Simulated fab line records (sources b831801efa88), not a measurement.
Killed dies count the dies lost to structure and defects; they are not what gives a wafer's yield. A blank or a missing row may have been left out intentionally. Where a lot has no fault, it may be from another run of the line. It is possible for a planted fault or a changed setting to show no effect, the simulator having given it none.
What tool caused it?    flow sky130    18 wafers from 6 lots sampled at 2 of the route's 708 steps

== WHAT THE GAUGES READ, wafer by wafer ==
SKY_VT_ADJUST_PCH_OVL_MEAS_07.
lot   measured      on          VT_ADJUST_PCH_OVL (nm)
L905  day 10 13:50  overlay-01  -0.5 0.8 0.2
L907  day 11 06:17  overlay-01  -2.1 -2.3 -1.9
L910  day 12 04:10  overlay-02  0.2 -1.8 -2.8
L919  day 15 02:55  overlay-01  -1.1 -0.9 2.1
L921  day 15 19:20  overlay-01  2.8 1.3 0.6
L923  day 16 11:56  overlay-02  -2.1 -0.8 0.3

== WHAT TOOL EACH LOT RAN ON (gives the tool, then ch and the chambers of the sampled wafers, and finally the start) ==
lot   SKY_VT_ADJUST_NCORE_STRIP_10
L905  plasma-asher-01 ch 0,1, day 8 17:59
L907  plasma-asher-03 ch 0,1, day 9 08:42
L910  plasma-asher-02 ch 0,1, day 10 05:33
L919  plasma-asher-02 ch 0,1, day 12 22:36
L921  plasma-asher-01 ch 0,1, day 13 14:09
L923  plasma-asher-02 ch 0,1, day 14 05:09
- SKY_VT_ADJUST_NCORE_STRIP_10: strips in O2/N2.

== THE ANSWER, worked out from the rows above alone ==
Rule: the lots themselves supply what counts as usual. Put in order of their means at a reading, lots are off if they are a third of the lots or fewer, leave a main group of 4 or more, and stand apart from it by a gap of 3 or more times the standard deviation of the main group's means; of several such gaps the widest counts. The tables above print the reading to a certain number of digits; a main group whose means all agree to those digits is not used. Also off: a lot with no number at a reading for which 4 or more lots have one. All remaining lots with rows at the step are treated as sound.
None of the lots is off at any reading shown; this tells nothing.

== WHAT THE SIMULATOR HAD PUT IN ==
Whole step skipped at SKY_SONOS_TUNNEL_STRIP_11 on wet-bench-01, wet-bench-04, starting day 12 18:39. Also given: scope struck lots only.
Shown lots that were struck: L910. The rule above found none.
